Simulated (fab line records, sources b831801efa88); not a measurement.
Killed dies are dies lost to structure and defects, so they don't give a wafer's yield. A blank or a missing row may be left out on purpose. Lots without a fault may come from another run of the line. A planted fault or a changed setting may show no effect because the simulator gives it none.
Chamber matching | flow gf180mcu | GF_V3_CVD_02 on pecvd-02: 3 sister chambers
The step deposits SiO2 from TEOS, target thk 850 nm, time 94.851 s. 6 wafers are shown with their chamber, then 7 later ones without.

WAFERS WITH THEIR CHAMBER
wafer  | chamber | heater_power_w (W)
L949.4 | 0       | 690
L950.2 | 1       | 819
L950.3 | 2       | 689
L950.4 | 1       | 873
L951.2 | 0       | 741
L951.3 | 2       | 744

WAFERS WITHOUT THEIR CHAMBER
wafer  | heater_power_w (W)
L951.6 | 745
L952.1 | 928
L952.5 | 702
L952.6 | 751
L953.1 | 755
L953.4 | 623
L953.5 | 619

WHICH CHAMBER EACH WENT THROUGH
wafer  | from the rows above          | in truth
L951.6 | can't be placed: 2 or 0 or 1 | 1
L952.1 | 1                            | 1
L952.5 | can't be placed: 0 or 2      | 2
L952.6 | can't be placed: 2 or 0 or 1 | 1
L953.1 | can't be placed: 2 or 0 or 1 | 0
L953.4 | can't be placed: 0 or 2      | 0
L953.5 | can't be placed: 0 or 2      | 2
Placed correctly: 1 of 7. Can't be placed from these rows: 6 (the true chamber is among the candidates in 6). Placed wrongly: 0.
How it was worked out, from the rows above alone: a wafer's distance from a chamber is the root of the sum, over the readings, of the square of ((its reading less the chamber's mean) divided by the reading's scatter). The wafer belongs to the nearest chamber; if the next one is less than 2 further off, it can't be placed. A chamber's mean is the mean of its shown wafers. The scatter: the root of (the sum of the squares of (reading less its chamber's mean) over the shown wafers, divided by (wafers less chambers)).
